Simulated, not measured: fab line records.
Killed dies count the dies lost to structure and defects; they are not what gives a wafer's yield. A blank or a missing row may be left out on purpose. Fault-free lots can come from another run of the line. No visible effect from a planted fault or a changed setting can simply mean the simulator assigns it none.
fab line records	flow gf180mcu	part 1 of 2: steps 1 to 23 of 32
record lots=5	wafers=15	last_day=32
route steps=602 shown V2@395 M3@409
lots that met no fault: taken from a fault-free run of the same line
start_h: start of the lot's first displayed wafer, in hours after the record's first day	wait_h: hours from the lot's prior step to this one	" as in the row above	L1.1+2: a row that stands for several wafers	- value missing, or start not given	* or withheld: withheld	< > ~ a bound
route shown NAME@n: NAME is a module with steps in the file, n the number in the route of the first one	usual: mean/standard deviation taken from wafers without a fault	same: alike in all rows	chamber/n: place in a boat	sites: per-site readings	_std_site: the standard deviation of these	_edge_site: the outer-site mean with the inner-site mean subtracted	radius_mm: for every site, how far away it sits from the centre of the wafer	mask NAME#n: copy n	behind: the last tool/chamber to shape the wafer	hold: cause of the lot's hold/its duration in hours/its outcome	device: transistor that didn't switch, given as n, p or np	end of line: at the end of the route, the tests of the same wafers	for a step that has no rows: nothing shown but its recipe	killed: dies that structure and defects cost at the first sort, which is not the same as the wafer's yield	map: dies across one wafer; x = killed, . = not, _ = none there
set.NAME: the setting the step ran with; set.NAME@STEP: the setting that earlier step ran with	model.NAME: the simulator's own value behind a step, which no gauge read
a table for each step, a row for each wafer; lots at some steps of the route
services: the hour from which a tool's chamber was out of use, counted from the record's first day as start_h (under 0 if before that day), plus the number of hours and why
## steps
# step GF_V2_DEVELOP_13
# recipe develop_time_s=60	resist=KrF	dev_temp_c=21
# usual exhaust_pa=45.0/0.81
lot.wafer	tool	chamber	start_h	wait_h	exhaust_pa
L074.1	litho_track-03	0	470.93	0.2	44.9
L074.4	"	0	"	"	44.3
L074.6	"	0	"	"	45.8
L081.1	litho_track-03	0	525.38	0.2	43.6
L081.2	"	0	"	"	44.6
L081.5	"	0	"	"	44.6
L087.1	litho_track-02	0	578.91	0.2	44.2
L087.3	"	0	"	"	44.8
L087.6	"	0	"	"	44.8
L088.1	litho_track-03	0	586.02	0.2	45.4
L088.2	"	0	"	"	45.7
L088.5	"	0	"	"	44.0
L089.1	litho_track-02	0	589.21	0.2	45.8
L089.3	"	0	"	"	45.0
L089.6	"	0	"	"	45.8
# step GF_V2_CD_MEAS_14
# recipe target_cd_nm=260
# usual cd_nm=260.4/1.3
lot.wafer	tool	chamber	start_h	wait_h	cd_nm
L074.1	cd_sem-02	-	471.08	0.1	260.4
L074.4	"	-	"	"	259.2
L074.6	"	-	"	"	259.5
L081.1	cd_sem-02	-	525.53	0.1	260.1
L081.2	"	-	"	"	260.7
L081.5	"	-	"	"	259.5
L087.1	cd_sem-01	-	579.06	0.1	259.9
L087.3	"	-	"	"	259.4
L087.6	"	-	"	"	259.2
L088.1	cd_sem-01	-	586.22	0.2	261.6
L088.2	"	-	"	"	261.2
L088.5	"	-	"	"	260.2
L089.1	cd_sem-02	-	589.36	0.1	260.6
L089.3	"	-	"	"	261.7
L089.6	"	-	"	"	260.2
# step GF_V2_OVL_MEAS_15
# usual V2_OVL=-3/5.2
lot.wafer	tool	chamber	start_h	wait_h	V2_OVL[nm]
L074.1	overlay-01	-	471.20	0.1	-10
L074.4	"	-	"	"	-4
L074.6	"	-	"	"	-8
L081.1	overlay-01	-	525.65	0.1	-4
L081.2	"	-	"	"	-8
L081.5	"	-	"	"	-9
L087.1	overlay-02	-	579.18	0.1	-2
L087.3	"	-	"	"	-5
L087.6	"	-	"	"	-5
L088.1	overlay-01	-	586.34	0.1	3
L088.2	"	-	"	"	7
L088.5	"	-	"	"	3
L089.1	overlay-02	-	589.48	0.1	2
L089.3	"	-	"	"	-2
L089.6	"	-	"	"	0
# step GF_V2_ETCH_16
# recipe chemistry=N2/H2	target_depth_a=withheld	overetch_a=withheld	time_s=withheld	target=BARC	ion_energy_ev=200	source_w=500	bias_w=100	pressure_mtorr=30	n2_flow_sccm=100	h2_flow_sccm=200
# usual drypump_motor_current_A=5.6/0.43	oes_product_au=0.854/0.005	throttle_valve_pct=13.225/0.0087
lot.wafer	tool	chamber	start_h	wait_h	drypump_motor_current_A	oes_product_au	throttle_valve_pct
L074.1	rie_diel-03	2	471.23	0.0	6.3	0.847	13.221
L074.4	"	1	"	"	5.6	0.851	13.232
L074.6	"	2	"	"	6.3	0.846	13.227
L081.1	rie_diel-01	1	525.68	0.0	6.0	0.858	13.229
L081.2	"	0	"	"	5.6	0.850	13.236
L081.5	"	3	"	"	5.1	0.855	13.218
L087.1	rie_diel-03	0	579.21	0.0	5.7	0.860	13.225
L087.3	"	1	"	"	5.6	0.856	13.237
L087.6	"	3	"	"	5.2	0.861	13.233
L088.1	rie_diel-03	1	586.38	0.0	5.6	0.854	13.238
L088.2	"	3	"	"	5.2	0.861	13.229
L088.5	"	0	"	"	5.6	0.847	13.214
L089.1	rie_diel-04	0	589.51	0.0	4.7	0.847	13.211
L089.3	"	1	"	"	5.4	0.848	13.227
L089.6	"	2	"	"	6.2	0.850	13.236
# step GF_V2_ETCH_17
# recipe chemistry=C4F8/O2/Ar	mask_material=KrF	target=SiO2	stop_on=TiN	source_w=1500	bias_w=1200	pressure_mtorr=40	c4f8_flow_sccm=withheld	O2_flow_sccm=6	Ar_flow_sccm=300	time_s=withheld	target_depth_a=6300
# usual oes_product_au=0.856/0.0048
lot.wafer	tool	chamber	start_h	wait_h	oes_product_au
L074.1	rie_diel-03	2	-	-	0.849
L074.4	"	1	"	"	0.862
L074.6	"	2	"	"	0.862
L081.1	rie_diel-01	1	-	-	0.850
L081.2	"	0	"	"	0.851
L081.5	"	3	"	"	0.858
L087.1	rie_diel-03	0	-	-	0.861
L087.3	"	1	"	"	0.856
L087.6	"	3	"	"	0.854
L088.1	rie_diel-03	1	-	-	0.856
L088.2	"	3	"	"	0.858
L088.5	"	0	"	"	0.845
L089.1	rie_diel-04	0	-	-	0.854
L089.3	"	1	"	"	0.857
L089.6	"	2	"	"	0.866
# step GF_V2_STRIP_18
# recipe chemistry=O2/N2	power_w=1400	pressure_mtorr=1500	platen_temp_c=250	o2_flow_sccm=3000	n2_flow_sccm=300	overash_fraction=0.5
# usual drypump_motor_current_A=5.9/0.57	heater_power_w=326/37	oes_product_au=0.592/0.0051
lot.wafer	tool	chamber	start_h	wait_h	drypump_motor_current_A	heater_power_w	oes_product_au	rf_hours_counter_h
L074.1	plasma_asher-04	1	471.36	-	5.3	308	0.595	85
L074.4	"	1	"	"	5.3	317	0.602	-
L074.6	"	0	"	"	6.7	341	0.592	-
L081.1	plasma_asher-01	1	525.81	-	5.8	369	0.596	75
L081.2	"	0	"	"	6.6	260	0.593	75
L081.5	"	0	"	"	6.6	259	0.587	-
L087.1	plasma_asher-04	1	579.34	-	5.3	307	0.591	96
L087.3	"	0	"	"	6.7	340	0.602	-
L087.6	"	0	"	"	6.7	341	0.584	-
L088.1	plasma_asher-01	0	586.50	-	6.6	257	0.587	82
L088.2	"	1	"	"	5.8	379	0.584	82
L088.5	"	0	"	"	6.6	254	0.591	-
L089.1	plasma_asher-01	1	589.64	-	5.9	378	0.592	83
L089.3	"	1	"	"	5.8	376	0.580	-
L089.6	"	1	"	"	5.8	375	0.586	-
# step GF_V2_STRIP_19
# recipe chemistry=post_etch_residue_remover	time_s=1200	temp_c=72.5
# usual temp_c=72.53/0.11
lot.wafer	tool	chamber	start_h	wait_h	temp_c
L074.1	wet_bench-04	2	471.46	0.1	72.40
L074.4	"	2	"	"	72.88
L074.6	"	2	"	"	72.58
L081.1	wet_bench-03	1	525.91	0.1	72.39
L081.2	"	1	"	"	72.42
L081.5	"	1	"	"	72.40
L087.1	wet_bench-04	2	579.44	0.1	72.42
L087.3	"	2	"	"	72.48
L087.6	"	2	"	"	72.55
L088.1	wet_bench-01	3	586.60	0.1	72.38
L088.2	"	3	"	"	72.39
L088.5	"	3	"	"	72.46
L089.1	wet_bench-04	2	589.74	0.1	72.69
L089.3	"	2	"	"	72.66
L089.6	"	2	"	"	72.56
# step GF_V2_CLEAN_20
# recipe chemistry=DIW	dry=n2_spin
lot.wafer	tool	chamber	start_h	wait_h
L074.1+4+6	wet_bench-03	3	471.80	0.0
L081.1+2+5	wet_bench-04	0	526.25	0.0
L087.1+3+6	wet_bench-01	3	579.78	0.0
L088.1+2+5	wet_bench-03	2	586.95	0.0
L089.1+3+6	wet_bench-03	3	590.08	0.0
# step GF_V2_SPUTTER_21
# recipe material=Ti	target_thk_nm=15	chamber_pressure_pa=5	power_w=2500	substrate_temp_c=200	time_s=80.02
# usual chamber_pressure_pa=5.001/0.0084	throttle_valve_pct=29.8/0.64
lot.wafer	tool	chamber	start_h	wait_h	chamber_pressure_pa	throttle_valve_pct
L074.1	pvd_sputter-03	-	471.90	0.0	5.001	29.0
L074.4	"	-	"	"	5.004	31.2
L074.6	"	-	"	"	4.998	29.8
L081.1	pvd_sputter-04	-	526.34	0.0	5.005	31.1
L081.2	"	-	"	"	5.000	29.8
L081.5	"	-	"	"	4.995	29.7
L087.1	pvd_sputter-03	-	579.88	0.0	5.001	31.1
L087.3	"	-	"	"	5.006	29.8
L087.6	"	-	"	"	5.002	29.3
L088.1	pvd_sputter-03	-	587.04	0.0	4.993	28.8
L088.2	"	-	"	"	4.988	30.9
L088.5	"	-	"	"	4.998	29.8
L089.1	pvd_sputter-02	-	590.18	0.0	4.990	29.6
L089.3	"	-	"	"	5.012	30.6
L089.6	"	-	"	"	4.991	29.7
# step GF_V2_SPUTTER_22
# recipe material=TiN	target_thk_nm=10	chamber_pressure_pa=5	power_w=4000	time_s=40
# usual chamber_pressure_pa=4.999/0.0097	throttle_valve_pct=29.8/0.64
lot.wafer	tool	chamber	start_h	wait_h	chamber_pressure_pa	throttle_valve_pct
L074.1	pvd_sputter-03	-	471.96	0.0	4.990	29.2
L074.4	"	-	"	"	5.001	31.4
L074.6	"	-	"	"	5.005	30.0
L081.1	pvd_sputter-04	-	526.40	0.0	5.019	31.1
L081.2	"	-	"	"	4.989	29.9
L081.5	"	-	"	"	5.007	29.7
L087.1	pvd_sputter-03	-	579.94	0.0	5.003	31.2
L087.3	"	-	"	"	4.990	29.5
L087.6	"	-	"	"	4.995	29.8
L088.1	pvd_sputter-03	-	587.10	0.0	4.995	28.8
L088.2	"	-	"	"	4.999	31.0
L088.5	"	-	"	"	5.000	29.8
L089.1	pvd_sputter-02	-	590.24	0.0	5.010	29.4
L089.3	"	-	"	"	4.998	30.4
L089.6	"	-	"	"	5.003	29.8
# step GF_V2_CVD_23
# recipe material=W	target_thk_nm=350	time_s=104.94	temp_c=400	pressure_torr=40
# usual heater_power_w=871/82	susceptor_temp_C=400.00/0.22
lot.wafer	tool	chamber	start_h	wait_h	heater_power_w	since_wet_clean_h	susceptor_temp_C
L074.1	cvd_w-01	1	472.00	0.0	759	568	399.91
L074.4	"	0	"	"	831	-	400.43
L074.6	"	0	"	"	839	-	400.09
L081.1	cvd_w-01	1	526.44	0.0	784	622	400.08
L081.2	"	0	"	"	841	622	400.15
L081.5	"	1	"	"	785	-	400.05
L087.1	cvd_w-02	1	579.98	0.0	987	176	400.01
L087.3	"	0	"	"	853	-	399.98
L087.6	"	1	"	"	1002	-	399.87
L088.1	cvd_w-01	1	587.14	0.0	781	683	400.24
L088.2	"	0	"	"	852	683	399.98
L088.5	"	1	"	"	777	-	400.27
L089.1	cvd_w-02	1	590.28	0.0	956	186	400.18
L089.3	"	0	"	"	834	-	400.24
L089.6	"	1	"	"	981	-	400.45
# step GF_V2_RS_MEAS_24
# recipe thk_meas_gauge=four-point-probe	reads=W_of_V2_CVD_23+TiN_of_V2_SPUTTER_22+Ti_of_V2_SPUTTER_21
# usual V2_W_RS=0.327/0.003
lot.wafer	tool	chamber	start_h	wait_h	V2_W_RS[ohm/sq]
L074.1	film_metro-01	-	472.11	0.1	0.330
L074.4	"	-	"	"	0.331
L074.6	"	-	"	"	0.327
L081.1	film_metro-03	-	526.56	0.1	0.332
L081.2	"	-	"	"	0.326
L081.5	"	-	"	"	0.332
L087.1	film_metro-04	-	580.09	0.1	0.325
L087.3	"	-	"	"	0.331
L087.6	"	-	"	"	0.330
L088.1	film_metro-03	-	587.25	0.1	0.323
L088.2	"	-	"	"	0.323
L088.5	"	-	"	"	0.327
L089.1	film_metro-01	-	590.39	0.1	0.320
L089.3	"	-	"	"	0.324
L089.6	"	-	"	"	0.324
# step GF_V2_THK_MEAS_25
# recipe thk_meas_gauge=xrf	reads=W_of_V2_CVD_23
# usual V2_W_THK=366/6.7
lot.wafer	tool	chamber	start_h	wait_h	V2_W_THK[nm]
L074.1	film_metro-01	-	472.23	0.1	356
L074.4	"	-	"	"	358
L074.6	"	-	"	"	361
L081.1	film_metro-03	-	526.68	0.1	361
L081.2	"	-	"	"	369
L081.5	"	-	"	"	364
L087.1	film_metro-04	-	580.21	0.1	372
L087.3	"	-	"	"	362
L087.6	"	-	"	"	367
L088.1	film_metro-03	-	587.37	0.1	378
L088.2	"	-	"	"	380
L088.5	"	-	"	"	371
L089.1	film_metro-01	-	590.51	0.1	363
L089.3	"	-	"	"	360
L089.6	"	-	"	"	361
# step GF_V2_CMP_26
# recipe stop_on=SiO2	down_force_psi=3.5	platen_rpm=60	t_overpolish_s=15	target_thk_nm=0	pad_velocity_m_s=0.94248
# usual motor_current_A=11.0/0.86	overpolish_run_s=15.000/0.009	time_to_endpoint_s=86/3.6
lot.wafer	tool	chamber	start_h	wait_h	motor_current_A	overpolish_run_s	time_to_endpoint_s
L074.4	cmp-02	1	472.34	0.1	11.3	14.991	83
L074.1	"	3	"	"	10.5	15.001	82
L074.6	"	1	"	"	12.4	15.005	86
L081.1	cmp-02	0	526.74	0.1	10.4	15.009	83
L081.2	"	1	"	"	11.8	15.001	82
L081.5	"	0	"	"	10.6	15.000	85
L087.1	cmp-01	3	580.32	0.1	12.3	14.999	89
L087.3	"	0	"	"	9.6	15.020	85
L087.6	"	3	"	"	11.6	14.994	86
L088.2	cmp-01	0	587.46	0.1	10.1	14.999	82
L088.1	"	1	"	"	10.9	14.985	81
L088.5	"	1	"	"	10.3	14.987	82
L089.3	cmp-01	1	590.62	0.1	10.5	14.994	84
L089.1	"	3	"	"	12.4	15.016	90
L089.6	"	1	"	"	11.0	14.995	83
# step GF_M3_SPUTTER_00
# recipe material=Ti	target_thk_nm=37.5	arriving_ion_energy_ev=80	substrate_temp_c=200	chamber_pressure_pa=2	power_w=4000	time_s=150
# usual chamber_pressure_pa=2.000/0.004	throttle_valve_pct=29.9/0.65
lot.wafer	tool	chamber	start_h	wait_h	chamber_pressure_pa	throttle_valve_pct
L074.1	pvd_sputter-04	-	472.59	0.1	1.997	29.8
L074.4	"	-	"	"	1.997	29.5
L074.6	"	-	"	"	1.995	30.1
L081.1	pvd_sputter-03	-	527.04	0.2	2.001	28.7
L081.2	"	-	"	"	1.998	31.1
L081.5	"	-	"	"	2.006	29.1
L087.1	pvd_sputter-03	-	580.57	0.2	2.001	29.6
L087.3	"	-	"	"	1.993	29.5
L087.6	"	-	"	"	1.994	29.4
L088.1	pvd_sputter-01	-	587.76	0.2	1.996	30.1
L088.2	"	-	"	"	2.004	30.1
L088.5	"	-	"	"	2.001	30.2
L089.1	pvd_sputter-03	-	590.87	0.1	1.997	29.6
L089.3	"	-	"	"	2.001	31.0
L089.6	"	-	"	"	1.994	28.8
# step GF_M3_SPUTTER_01
# recipe material=TiN	target_thk_nm=30	power_w=6500	time_s=25	chamber_pressure_pa=0.4
# usual chamber_pressure_pa=0.3998/0.00081	throttle_valve_pct=29.9/0.63
lot.wafer	tool	chamber	start_h	wait_h	chamber_pressure_pa	throttle_valve_pct
L074.1	pvd_sputter-04	-	472.69	0.1	0.3997	29.5
L074.4	"	-	"	"	0.4000	29.6
L074.6	"	-	"	"	0.4001	30.0
L081.1	pvd_sputter-03	-	527.14	0.1	0.3996	29.0
L081.2	"	-	"	"	0.3993	31.2
L081.5	"	-	"	"	0.3996	28.8
L087.1	pvd_sputter-03	-	580.67	0.1	0.4007	29.7
L087.3	"	-	"	"	0.4004	29.6
L087.6	"	-	"	"	0.4004	29.7
L088.1	pvd_sputter-01	-	587.86	0.1	0.3997	30.4
L088.2	"	-	"	"	0.4007	29.9
L088.5	"	-	"	"	0.4008	30.0
L089.1	pvd_sputter-03	-	590.97	0.1	0.4005	29.8
L089.3	"	-	"	"	0.4006	31.1
L089.6	"	-	"	"	0.4006	29.4
# step GF_M3_SPUTTER_02
# recipe material=AlCu	target_thk_nm=450	power_w=10600	time_s=23.9	chamber_pressure_pa=0.4
# usual chamber_pressure_pa=0.4000/0.00079	throttle_valve_pct=29.9/0.65
lot.wafer	tool	chamber	start_h	wait_h	chamber_pressure_pa	throttle_valve_pct
L074.1	pvd_sputter-04	-	472.73	0.0	0.4001	29.6
L074.4	"	-	"	"	0.3996	29.6
L074.6	"	-	"	"	0.4009	29.9
L081.1	pvd_sputter-03	-	527.17	0.0	0.3994	29.0
L081.2	"	-	"	"	0.4004	30.8
L081.5	"	-	"	"	0.3994	29.1
L087.1	pvd_sputter-03	-	580.70	0.0	0.4003	29.3
L087.3	"	-	"	"	0.4000	29.8
L087.6	"	-	"	"	0.4002	29.5
L088.1	pvd_sputter-01	-	587.89	0.0	0.4007	30.2
L088.2	"	-	"	"	0.3994	30.2
L088.5	"	-	"	"	0.4000	30.1
L089.1	pvd_sputter-03	-	591.00	0.0	0.4006	29.6
L089.3	"	-	"	"	0.4006	31.1
L089.6	"	-	"	"	0.4003	29.2
# step GF_M3_SPUTTER_03
# recipe material=Ti	target_thk_nm=10	substrate_temp_c=300	chamber_pressure_pa=0.3	power_w=3000	time_s=6.7
# usual chamber_pressure_pa=0.3000/0.0006	throttle_valve_pct=29.9/0.64
lot.wafer	tool	chamber	start_h	wait_h	chamber_pressure_pa	throttle_valve_pct
L074.1	pvd_sputter-04	-	472.76	0.0	0.3010	29.8
L074.4	"	-	"	"	0.3001	29.6
L074.6	"	-	"	"	0.2998	30.2
L081.1	pvd_sputter-03	-	527.20	0.0	0.2994	29.3
L081.2	"	-	"	"	0.2992	30.9
L081.5	"	-	"	"	0.2993	29.2
L087.1	pvd_sputter-03	-	580.73	0.0	0.3008	29.7
L087.3	"	-	"	"	0.2999	29.6
L087.6	"	-	"	"	0.2994	29.3
L088.1	pvd_sputter-01	-	587.92	0.0	0.2997	30.2
L088.2	"	-	"	"	0.2999	30.1
L088.5	"	-	"	"	0.2998	30.0
L089.1	pvd_sputter-03	-	591.03	0.0	0.2997	29.5
L089.3	"	-	"	"	0.3001	31.0
L089.6	"	-	"	"	0.2996	29.1
# step GF_M3_SPUTTER_04
# recipe material=TiN	target_thk_nm=50	power_w=6500	time_s=41.7	chamber_pressure_pa=0.4
# usual chamber_pressure_pa=0.4000/0.00082	throttle_valve_pct=29.9/0.62
lot.wafer	tool	chamber	start_h	wait_h	chamber_pressure_pa	throttle_valve_pct
L074.1	pvd_sputter-04	-	472.78	0.0	0.3987	29.7
L074.4	"	-	"	"	0.4005	29.7
L074.6	"	-	"	"	0.4004	29.9
L081.1	pvd_sputter-03	-	527.22	0.0	0.3999	29.0
L081.2	"	-	"	"	0.4004	30.8
L081.5	"	-	"	"	0.3995	28.7
L087.1	pvd_sputter-03	-	580.75	0.0	0.3993	29.6
L087.3	"	-	"	"	0.4005	29.6
L087.6	"	-	"	"	0.4000	29.6
L088.1	pvd_sputter-01	-	587.94	0.0	0.3995	30.3
L088.2	"	-	"	"	0.4008	30.1
L088.5	"	-	"	"	0.4014	30.2
L089.1	pvd_sputter-03	-	591.05	0.0	0.4012	29.7
L089.3	"	-	"	"	0.3994	31.0
L089.6	"	-	"	"	0.4000	29.1
# step GF_M3_RS_MEAS_05
# recipe thk_meas_gauge=four-point-probe	reads=TiN_of_M3_SPUTTER_04+Ti_of_M3_SPUTTER_03+AlCu_of_M3_SPUTTER_02+TiN_of_M3_SPUTTER_01+Ti_of_M3_SPUTTER_00
# usual M3_ALCU_RS=0.0696/0.00076
lot.wafer	tool	chamber	start_h	wait_h	M3_ALCU_RS[ohm/sq]
L074.1	film_metro-01	-	472.82	0.0	0.0692
L074.4	"	-	"	"	0.0696
L074.6	"	-	"	"	0.0697
L081.1	film_metro-02	-	527.26	0.0	0.0698
L081.2	"	-	"	"	0.0686
L081.5	"	-	"	"	0.0696
L087.1	film_metro-01	-	580.79	0.0	0.0691
L087.3	"	-	"	"	0.0694
L087.6	"	-	"	"	0.0693
L088.1	film_metro-01	-	587.98	0.0	0.0687
L088.2	"	-	"	"	0.0688
L088.5	"	-	"	"	0.0687
L089.1	film_metro-02	-	591.09	0.0	0.0682
L089.3	"	-	"	"	0.0683
L089.6	"	-	"	"	0.0693
# step GF_M3_THK_MEAS_06
# recipe thk_meas_gauge=xrf	reads=AlCu_of_M3_SPUTTER_02
# usual M3_ALCU_THK=452/5.6
lot.wafer	tool	chamber	start_h	wait_h	M3_ALCU_THK[nm]
L074.1	film_metro-01	-	472.94	0.1	459
L074.4	"	-	"	"	456
L074.6	"	-	"	"	449
L081.1	film_metro-02	-	527.38	0.1	451
L081.2	"	-	"	"	463
L081.5	"	-	"	"	452
L087.1	film_metro-01	-	580.91	0.1	455
L087.3	"	-	"	"	454
L087.6	"	-	"	"	454
L088.1	film_metro-01	-	588.10	0.1	460
L088.2	"	-	"	"	456
L088.5	"	-	"	"	455
L089.1	film_metro-02	-	591.21	0.1	462
L089.3	"	-	"	"	460
L089.6	"	-	"	"	454
# step GF_M3_DEHYDRATE_07
# recipe temp_c=200	time_s=60
# usual exhaust_pa=45.1/0.85
lot.wafer	tool	chamber	start_h	wait_h	exhaust_pa
L074.1	litho_track-04	0	484.75	11.8	45.9
L074.4	"	0	"	"	46.1
L074.6	"	0	"	"	45.7
L081.1	litho_track-03	0	538.38	11.0	45.0
L081.2	"	0	"	"	43.9
L081.5	"	0	"	"	45.6
L087.1	litho_track-02	0	591.16	10.2	45.8
L087.3	"	0	"	"	45.3
L087.6	"	0	"	"	45.8
L088.1	litho_track-03	0	598.12	10.0	45.6
L088.2	"	0	"	"	47.0
L088.5	"	0	"	"	45.9
L089.1	litho_track-04	0	601.55	10.3	44.9
L089.3	"	0	"	"	45.0
L089.6	"	0	"	"	44.9
# step GF_M3_HMDS_08
# recipe prime_time_s=60	prime_temp_c=120
# usual exhaust_pa=44.8/0.91
# same prime_time_s=60
lot.wafer	tool	chamber	start_h	wait_h	exhaust_pa
L074.1	litho_track-04	0	484.90	0.1	43.7
L074.4	"	0	"	"	42.7
L074.6	"	0	"	"	43.2
L081.1	litho_track-03	0	538.53	0.1	44.6
L081.2	"	0	"	"	43.9
L081.5	"	0	"	"	46.0
L087.1	litho_track-02	0	591.31	0.1	44.3
L087.3	"	0	"	"	44.0
L087.6	"	0	"	"	45.5
L088.1	litho_track-03	0	598.27	0.1	45.7
L088.2	"	0	"	"	45.2
L088.5	"	0	"	"	45.6
L089.1	litho_track-04	0	601.70	0.1	44.7
L089.3	"	0	"	"	43.5
L089.6	"	0	"	"	42.6
